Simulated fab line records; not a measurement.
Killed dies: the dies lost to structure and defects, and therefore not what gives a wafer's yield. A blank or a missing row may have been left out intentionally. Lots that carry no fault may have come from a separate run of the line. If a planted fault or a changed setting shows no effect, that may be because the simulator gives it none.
Chamber matching / flow sky130 / SKY_CONTACT_ETCH_17 on rie diel-03: 4 sister chambers
The step etches SiO2 in C4F8/O2/Ar, stops on Si3N4, target depth 340 nm. 22 wafers are shown with their chamber, then 11 later ones without.

## WAFERS, EACH WITH ITS CHAMBER
wafer=L074.1; chamber=3; oes product au (a.u.)=0.889
wafer=L074.2; chamber=0; oes product au (a.u.)=0.890
wafer=L074.3; chamber=1; oes product au (a.u.)=0.892
wafer=L074.4; chamber=2; oes product au (a.u.)=0.901
wafer=L074.5; chamber=0; oes product au (a.u.)=0.890
wafer=L074.6; chamber=1; oes product au (a.u.)=0.893
wafer=L080.1; chamber=2; oes product au (a.u.)=0.887
wafer=L080.2; chamber=0; oes product au (a.u.)=0.890
wafer=L080.5; chamber=0; oes product au (a.u.)=0.894
wafer=L081.1; chamber=2; oes product au (a.u.)=0.887
wafer=L081.4; chamber=0; oes product au (a.u.)=0.885
wafer=L081.6; chamber=1; oes product au (a.u.)=0.883
wafer=L082.2; chamber=2; oes product au (a.u.)=0.892
wafer=L082.3; chamber=0; oes product au (a.u.)=0.883
wafer=L082.6; chamber=2; oes product au (a.u.)=0.891
wafer=L085.2; chamber=1; oes product au (a.u.)=0.897
wafer=L085.3; chamber=3; oes product au (a.u.)=0.892
wafer=L085.6; chamber=0; oes product au (a.u.)=0.892
wafer=L090.1; chamber=2; oes product au (a.u.)=0.883
wafer=L090.2; chamber=0; oes product au (a.u.)=0.890
wafer=L090.4; chamber=3; oes product au (a.u.)=0.884
wafer=L092.1; chamber=1; oes product au (a.u.)=0.896

SIGNATURES (averages over the wafers above)
reading=oes product au; chamber 0=0.88925; chamber 1=0.89220; chamber 2=0.89017; chamber 3=0.88833; scatter within a chamber=0.00493
Rule: for a wafer and a chamber, the distance is found by dividing, reading by reading, the gap between the wafer's reading and the chamber's mean by the reading's scatter, squaring, summing and taking the root. The wafer belongs to the nearest chamber; if the next one is less than 2 further off, it can't be placed. The scatter is the square root of a quotient: the sum, over the shown wafers, of each reading's squared deviation from its chamber's mean, divided by wafers minus chambers.

## WAFERS MISSING THEIR CHAMBER
wafer=L092.2; oes product au (a.u.)=0.893
wafer=L092.6; oes product au (a.u.)=0.886
wafer=L093.3; oes product au (a.u.)=0.894
wafer=L093.4; oes product au (a.u.)=0.890
wafer=L093.5; oes product au (a.u.)=0.890
wafer=L095.1; oes product au (a.u.)=0.892
wafer=L095.2; oes product au (a.u.)=0.884
wafer=L095.5; oes product au (a.u.)=0.896
wafer=L097.1; oes product au (a.u.)=0.891
wafer=L097.2; oes product au (a.u.)=0.889
wafer=L097.6; oes product au (a.u.)=0.896

## WHICH CHAMBER EACH ONE RAN IN
wafer=L092.2; from the rows above=can't be placed: 1 or 2 or 0 or 3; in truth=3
wafer=L092.6; from the rows above=can't be placed: 3 or 0 or 2 or 1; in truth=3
wafer=L093.3; from the rows above=can't be placed: 1 or 2 or 0 or 3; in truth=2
wafer=L093.4; from the rows above=can't be placed: 2 or 0 or 3 or 1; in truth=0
wafer=L093.5; from the rows above=can't be placed: 2 or 0 or 3 or 1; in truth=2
wafer=L095.1; from the rows above=can't be placed: 1 or 2 or 0 or 3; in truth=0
wafer=L095.2; from the rows above=can't be placed: 3 or 0 or 2 or 1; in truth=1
wafer=L095.5; from the rows above=can't be placed: 1 or 2 or 0 or 3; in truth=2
wafer=L097.1; from the rows above=can't be placed: 2 or 1 or 0 or 3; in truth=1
wafer=L097.2; from the rows above=can't be placed: 0 or 3 or 2 or 1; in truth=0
wafer=L097.6; from the rows above=can't be placed: 1 or 2 or 0 or 3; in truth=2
Correct placement for 0 of the 11. Unplaceable from these rows: 11, with the true chamber sitting among the candidates in 11. Placed wrongly: 0.
